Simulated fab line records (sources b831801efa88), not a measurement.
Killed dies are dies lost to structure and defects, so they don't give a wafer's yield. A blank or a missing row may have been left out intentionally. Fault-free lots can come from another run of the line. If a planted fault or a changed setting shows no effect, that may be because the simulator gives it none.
Which tool did it? | flow sky130 | 12 lots, 36 wafers sampled, at 6 steps of a route of 708

## WHAT THE GAUGES READ, wafer by wafer
SKY_NWELL_TW_MEAS_15. Usual: NWELL_TW 1826, standard deviation 11.
lot  | measured     | on            | NWELL_TW       | flag
L548 | day 4 21:48  | film-metro-04 | 1832 1840 1827 |
L552 | day 6 03:34  | film-metro-04 | 1824 1829 1822 |
L555 | day 6 10:40  | film-metro-04 | 1824 1830 1827 |
L556 | day 6 10:58  | film-metro-03 | 1829 1833 1829 |
L559 | day 7 06:49  | film-metro-03 | 1832 1830 1830 |
L560 | day 7 11:16  | film-metro-03 | 1831 1831 1845 |
L565 | day 8 23:02  | film-metro-03 | 1840 1845 1832 |
L566 | day 9 00:50  | film-metro-04 | 1833 1835 1830 |
L567 | day 9 06:40  | film-metro-03 | 1820 1816 1828 |
L568 | day 9 14:03  | film-metro-04 | 1824 1836 1823 |
L570 | day 9 22:58  | film-metro-04 | 1820 1824 1836 |
L571 | day 10 03:26 | film-metro-04 | 1836 1816 1838 |

SKY_VT_ADJUST_HVTP_TW_MEAS_11. Usual: VT_ADJUST_HVTP_TW 1358, standard deviation 14.
lot  | measured     | on            | VT_ADJUST_HVTP_TW | flag
L548 | day 6 10:07  | film-metro-04 | 1366 1363 1359    |
L552 | day 7 19:57  | film-metro-03 | 1375 1362 1364    |
L555 | day 8 01:53  | film-metro-03 | 1364 1359 1361    |
L556 | day 8 02:20  | film-metro-04 | 1355 1350 1354    |
L559 | day 9 00:54  | film-metro-02 | 1339 1338 1343    |
L560 | day 9 06:09  | film-metro-02 | 1348 1347 1345    |
L565 | day 10 20:35 | film-metro-03 | 1371 1364 1363    |
L566 | day 10 22:12 | film-metro-03 | 1372 1374 1368    |
L567 | day 11 04:19 | film-metro-02 | 1336 1332 1332    |
L568 | day 11 12:26 | film-metro-02 | 1337 1326 1330    |
L570 | day 11 22:15 | film-metro-04 | 1359 1356 1357    |
L571 | day 12 02:16 | film-metro-02 | 1339 1341 1333    |

SKY_VT_ADJUST_HVTR_CD_MEAS_07: the cd target is 380 nm. Usual: cd-nm at 379.3 nm, with a standard deviation of 1.8.
lot  | measured     | on        | cd-nm (nm)        | flag
L548 | day 9 20:17  | cd-sem-02 | 383.1 379.5 378.4 |
L552 | day 11 13:06 | cd-sem-01 | - - -             | OFF
L555 | day 11 19:58 | cd-sem-02 | 379.2 380.1 380.3 |
L556 | day 11 20:11 | cd-sem-01 | 378.9 379.9 380.6 |
L559 | day 12 23:14 | cd-sem-02 | 377.4 377.6 379.0 |
L560 | day 13 04:32 | cd-sem-01 | 377.1 381.1 380.1 |
L565 | day 15 01:16 | cd-sem-01 | 381.3 381.2 379.9 |
L566 | day 15 04:02 | cd-sem-01 | 379.2 378.9 376.6 |
L567 | day 15 12:37 | cd-sem-01 | 378.8 379.0 376.6 |
L568 | day 15 21:10 | cd-sem-01 | 377.5 378.0 378.5 |
L570 | day 16 08:33 | cd-sem-02 | 380.5 379.1 377.8 |
L571 | day 16 14:16 | cd-sem-01 | 380.9 380.2 380.8 |

SKY_VT_ADJUST_HVTR_TW_MEAS_11. Usual: VT_ADJUST_HVTR_TW 211.2, standard deviation 1.9.
lot  | measured     | on            | VT_ADJUST_HVTR_TW             | flag
L548 | day 9 20:41  | film-metro-03 | 212.7 212.1 213.2             |
L552 | day 11 13:29 | film-metro-01 | 30.0 29.6 29.7 29.8 29.7 29.7 | OFF
L555 | day 11 20:20 | film-metro-03 | 212.6 212.6 212.3             |
L556 | day 11 20:35 | film-metro-04 | 211.7 211.8 209.9             |
L559 | day 12 23:38 | film-metro-04 | 212.2 212.6 211.7             |
L560 | day 13 04:56 | film-metro-01 | 208.4 208.5 209.4             |
L565 | day 15 01:38 | film-metro-03 | 213.0 213.8 213.4             |
L566 | day 15 04:26 | film-metro-03 | 213.2 211.4 213.1             |
L567 | day 15 13:01 | film-metro-01 | 207.9 207.9 206.9             |
L568 | day 15 21:34 | film-metro-01 | 207.3 207.4 209.4             |
L570 | day 16 08:57 | film-metro-04 | 213.1 212.8 213.4             |
L571 | day 16 14:38 | film-metro-04 | 212.1 214.0 212.6             |

SKY_SONOS_TUNNEL_TW_MEAS_12. Usual: SONOS_TUNNEL_TW 196.2, standard deviation 2.
lot  | measured     | on            | SONOS_TUNNEL_TW   | flag
L548 | day 11 18:27 | film-metro-01 | 195.7 195.4 196.1 |
L555 | day 13 23:21 | film-metro-01 | 196.4 195.3 194.5 |
L556 | day 13 23:42 | film-metro-04 | 201.1 199.7 199.8 |
L559 | day 15 06:09 | film-metro-02 | 194.0 194.4 194.8 |
L560 | day 15 11:01 | film-metro-02 | 193.6 194.3 194.2 |
L565 | day 17 09:28 | film-metro-01 | 195.8 195.8 196.0 |
L566 | day 17 13:29 | film-metro-04 | 201.0 199.0 199.4 |
L567 | day 17 23:19 | film-metro-02 | 193.7 194.5 194.7 |
L568 | day 18 07:37 | film-metro-01 | 195.4 195.0 194.9 |
L570 | day 18 19:22 | film-metro-04 | 199.8 198.8 199.2 |
L571 | day 19 02:44 | film-metro-01 | 194.9 195.6 195.8 |

## WHICH TOOL RAN EACH LOT (tool, then ch and the chambers of the sampled wafers, then the start)
lot  | SKY_VT_ADJUST_HVTR_EXPOSE_04
L548 | iline-stepper-01 ch 0, day 9 08:52
L552 | iline-stepper-02 ch 0, day 11 01:07
L555 | iline-stepper-02 ch 0, day 11 08:19
L556 | iline-stepper-02 ch 0, day 11 08:35
L559 | iline-stepper-02 ch 0, day 12 10:21
L560 | iline-stepper-02 ch 0, day 12 15:56
L565 | iline-stepper-02 ch 0, day 14 11:25
L566 | iline-stepper-01 ch 0, day 14 14:16
L567 | iline-stepper-02 ch 0, day 14 23:35
L568 | iline-stepper-01 ch 0, day 15 08:09
L570 | iline-stepper-01 ch 0, day 15 18:49
L571 | iline-stepper-02 ch 0, day 15 23:23
- SKY_VT_ADJUST_HVTR_EXPOSE_04: exposes mask HVTRM, target cd 380 nm.

## WHAT THE TOOLS THEMSELVES READ (means of the sampled wafers that have a number; where no wafer has one, the mark that the record gives instead)
The record holds no such reading with a usual standard deviation.

## THE ANSWER, worked out from the rows above alone
Rule: take the mean of a lot's wafers that have a number; if it is more than 3 standard deviations from the usual mean, the lot is off. Also off: a lot with no number at a reading for which 4 or more lots have one. Any other lot the step has rows for is counted as sound. Order of review: gauges by route order, followed by the tools' own readings, for which a lot's mean as printed above is used. The first step at which some lot is off is used, and at that step the reading that is off furthest; a lot without a number counts as furthest.
Off: L552 (SKY_VT_ADJUST_HVTR_CD_MEAS_07, cd-nm). Without a number there: L552.
A tool fits if, at a process step before that reading, it ran every lot that is off, and no sound lot after the first of them. The gauges at SKY_VT_ADJUST_HVTR_CD_MEAS_07 aren't tried: what is off there is off at SKY_VT_ADJUST_HVTR_TW_MEAS_11 too, on other tools, and a gauge's error can't cause that. Of those tried, none fits.

## WHAT THE SIMULATOR HAD INSERTED
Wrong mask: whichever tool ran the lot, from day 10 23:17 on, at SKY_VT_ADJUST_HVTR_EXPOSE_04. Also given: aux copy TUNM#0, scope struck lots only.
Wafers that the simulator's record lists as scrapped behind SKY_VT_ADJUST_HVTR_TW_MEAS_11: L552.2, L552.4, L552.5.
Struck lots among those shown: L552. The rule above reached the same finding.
